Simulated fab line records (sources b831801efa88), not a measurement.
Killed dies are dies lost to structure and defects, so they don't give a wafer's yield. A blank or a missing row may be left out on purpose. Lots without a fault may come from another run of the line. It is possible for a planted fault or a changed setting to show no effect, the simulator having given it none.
Which tool did it?	flow sky130	24 lots with 72 wafers sampled at 4 steps, on a route of 708 steps

## WHAT THE GAUGES READ, wafer by wafer
SKY_CONTACT_BOW_MEAS_05.
lot	measured	on	CONTACT_BOW (um)
L074	day 30 12:28	film metro-04	91 68 82
L075	day 30 20:19	film metro-02	76 73 83
L076	day 31 07:04	film metro-04	85 76 91
L077	day 31 17:24	film metro-04	66 79 77
L079	day 31 18:10	film metro-03	74 89 74
L078	day 31 22:15	film metro-02	68 82 79
L081	day 32 13:22	film metro-04	83 77 68
L080	day 32 16:11	film metro-03	85 85 81
L082	day 33 00:59	film metro-04	87 80 84
L083	day 33 07:20	film metro-02	79 73 82
L084	day 33 17:11	film metro-04	86 79 79
L085	day 34 02:54	film metro-02	88 79 88
L086	day 34 11:05	film metro-03	88 77 72
L087	day 34 15:19	film metro-03	81 78 81
L088	day 35 01:32	film metro-04	77 94 74
L089	day 35 07:34	film metro-03	78 71 82
L090	day 35 08:49	film metro-03	77 77 82
L091	day 36 01:38	film metro-04	75 88 72
L092	day 36 06:40	film metro-04	60 71 79
L093	day 36 15:01	film metro-04	89 87 84
L094	day 36 21:25	film metro-03	80 81 83
L095	day 37 05:52	film metro-02	73 84 86
L096	day 37 08:19	film metro-04	71 74 84
L097	day 37 12:02	film metro-02	89 94 79

SKY_VIA3_CD_MEAS_12 targets a cd of 200 nm.
lot	measured	on	cd nm (nm)
L074	day 39 15:46	cd sem-01	200.0 197.6 199.8
L075	day 39 23:50	cd sem-01	200.9 200.0 199.1
L076	day 40 08:54	cd sem-01	197.6 197.8 199.6
L077	day 40 17:54	cd sem-01	197.6 198.3 197.8
L079	day 40 18:33	cd sem-01	200.2 199.1 199.8
L078	day 40 22:22	cd sem-02	198.7 199.8 199.9
L081	day 41 12:40	cd sem-02	199.0 197.2 199.2
L080	day 41 16:28	cd sem-02	199.5 199.9 200.1
L082	day 42 01:10	cd sem-02	198.8 198.8 199.4
L083	day 42 05:16	cd sem-01	202.9 200.6 201.4
L084	day 42 13:56	cd sem-01	202.1 201.6 199.9
L085	day 42 22:54	cd sem-02	201.3 201.1 200.1
L086	day 43 05:41	cd sem-02	198.2 198.2 198.8
L087	day 43 09:51	cd sem-01	198.1 199.8 199.9
L088	day 43 21:15	cd sem-01	198.6 197.4 197.5
L089	day 43 23:22	cd sem-01	202.4 202.7 200.6
L090	day 44 01:23	cd sem-02	198.6 199.0 198.0
L091	day 44 14:34	cd sem-01	198.4 199.2 199.3
L092	day 44 20:09	cd sem-02	199.0 199.7 198.6
L093	day 45 03:48	cd sem-02	200.1 201.9 201.2
L094	day 45 06:30	cd sem-02	197.5 197.2 198.5
L095	day 45 15:45	cd sem-01	198.1 196.7 196.3
L096	day 45 18:21	cd sem-01	199.4 198.8 199.8
L097	day 45 20:19	cd sem-01	198.4 200.0 199.2

## EACH LOT AND THE TOOL THAT RAN IT (in order: tool; ch and the chambers of the sampled wafers; start)
lot	SKY_METAL3_DESCUM_15	SKY_METAL3_METAL_ETCH_18
L074	rie metal-02 ch 0,1, day 38 12:53	rie metal-03 ch 0,1, day 38 13:02
L075	rie metal-02 ch 0, day 38 21:06	rie metal-03 ch 0,1, day 38 21:25
L076	rie metal-03 ch 0,1, day 39 06:58	rie metal-02 ch 0,1, day 39 07:06
L077	rie metal-01 ch 0,1, day 39 15:34	rie metal-02 ch 1, day 39 15:46
L079	rie metal-03 ch 0,1, day 39 16:02	rie metal-01 ch 0,1, day 39 16:11
L078	rie metal-03 ch 0,1, day 39 19:30	rie metal-02 ch 1, day 39 19:45
L081	rie metal-02 ch 0,1, day 40 11:01	rie metal-01 ch 0,1, day 40 11:10
L080	rie metal-01 ch 0,1, day 40 13:58	rie metal-03 ch 0,1, day 40 14:07
L082	rie metal-03 ch 1, day 40 23:37	rie metal-01 ch 0,1, day 40 23:46
L083	rie metal-03 ch 0,1, day 41 03:52	rie metal-01 ch 0,1, day 41 04:01
L084	rie metal-02 ch 0,1, day 41 12:41	rie metal-03 ch 0,1, day 41 12:50
L085	rie metal-03 ch 0,1, day 41 21:29	rie metal-02 ch 0,1, day 41 21:38
L086	rie metal-02 ch 0,1, day 42 04:26	rie metal-01 ch 0,1, day 42 04:38
L087	rie metal-01 ch 0,1, day 42 08:38	rie metal-03 ch 0,1, day 42 08:47
L088	rie metal-03 ch 1, day 42 20:26	rie metal-01 ch 0,1, day 42 20:35
L089	rie metal-01 ch 0,1, day 42 23:23	rie metal-03 ch 0,1, day 42 23:32
L090	rie metal-02 ch 0,1, day 43 01:32	rie metal-03 ch 0,1, day 43 01:41
L091	rie metal-01 ch 0,1, day 43 14:52	rie metal-02 ch 1, day 43 15:01
L092	rie metal-02 ch 0, day 43 20:05	rie metal-03 ch 0, day 43 20:14
L093	rie metal-03 ch 0,1, day 44 04:38	rie metal-01 ch 0,1, day 44 04:47
L094	rie metal-02 ch 0,1, day 44 06:53	rie metal-03 ch 0,1, day 44 07:05
L095	rie metal-03 ch 0,1, day 44 16:52	rie metal-01 ch 0,1, day 44 17:01
L096	rie metal-03 ch 0,1, day 44 19:50	rie metal-02 ch 0,1, day 44 19:59
L097	rie metal-03 ch 0,1, day 44 21:04	rie metal-02 ch 0,1, day 44 21:13
- SKY_METAL3_DESCUM_15: chemistry O2, time 8 s.
- SKY_METAL3_METAL_ETCH_18: etches the open film in Cl2/BCl3, stops on SiO2, target depth 845 nm, time 183.1 s.

## AS READ BY THE TOOLS THEMSELVES (means over the sampled wafers that have a number; for cases with no such wafer, the mark the record gives instead)
SKY_METAL3_DESCUM_15.
lot	tool	drypump motor current A (A)	oes product au (a.u.)
L074	rie metal-02	5.0	0.998
L075	rie metal-02	5.4	0.992
L076	rie metal-03	5.6	0.990
L077	rie metal-01	5.4	1.006
L079	rie metal-03	5.9	0.998
L078	rie metal-03	5.6	0.996
L081	rie metal-02	5.2	0.993
L080	rie metal-01	5.5	1.006
L082	rie metal-03	6.3	1.001
L083	rie metal-03	5.9	0.997
L084	rie metal-02	5.0	0.999
L085	rie metal-03	5.9	1.011
L086	rie metal-02	5.0	0.995
L087	rie metal-01	5.4	0.999
L088	rie metal-03	6.2	1.003
L089	rie metal-01	5.4	1.006
L090	rie metal-02	5.0	0.999
L091	rie metal-01	5.4	1.006
L092	rie metal-02	5.4	0.999
L093	rie metal-03	5.6	1.003
L094	rie metal-02	5.0	1.000
L095	rie metal-03	5.6	0.999
L096	rie metal-03	5.6	0.994
L097	rie metal-03	5.9	1.002

SKY_METAL3_METAL_ETCH_18.
lot	tool	drypump motor current A (A)	oes product au (a.u.)	throttle valve pct (%)
L074	rie metal-03	5.9	0.868	22.262
L075	rie metal-03	5.9	0.864	22.262
L076	rie metal-02	5.0	0.866	22.254
L077	rie metal-02	4.8	0.866	22.267
L079	rie metal-01	5.5	0.871	22.262
L078	rie metal-02	4.8	0.868	22.258
L081	rie metal-01	5.4	0.860	22.265
L080	rie metal-03	5.6	0.866	22.265
L082	rie metal-01	5.4	0.868	22.263
L083	rie metal-01	5.4	0.858	22.265
L084	rie metal-03	5.6	0.862	22.265
L085	rie metal-02	5.2	0.867	22.276
L086	rie metal-01	5.4	0.870	22.270
L087	rie metal-03	5.9	0.867	22.262
L088	rie metal-01	5.4	0.870	22.254
L089	rie metal-03	5.5	0.873	22.269
L090	rie metal-03	5.6	0.868	22.256
L091	rie metal-02	4.8	0.863	22.263
L092	rie metal-03	5.2	0.865	22.271
L093	rie metal-01	5.4	0.866	22.257
L094	rie metal-03	5.6	0.859	22.256
L095	rie metal-01	5.4	0.863	22.265
L096	rie metal-02	5.2	0.878	22.262
L097	rie metal-02	5.0	0.870	22.264

## THE ANSWER, worked out from the rows above alone
Rule: the lots themselves supply what counts as usual. Put in order of their means at a reading, lots are off if they are a third of the lots or fewer, leave a main group of 4 or more, and stand apart from it by a gap of 3 or more times the standard deviation of the main group's means; of several such gaps the widest counts. A main group whose means are all the same, to the digits that the tables above print for the reading, isn't used. Also off: a lot with no number at a reading for which 4 or more lots have one. Any other lot the step has rows for is counted as sound. First the gauges in route order, then the tools' own readings, where a lot's mean is used as printed above. At the first step where some lot is off, the reading lying furthest off is the one used; lots without a number count as furthest.
Across all readings shown, no lot is off: no conclusion can be drawn from this.

## WHAT HAD BEEN PUT IN BY THE SIMULATOR
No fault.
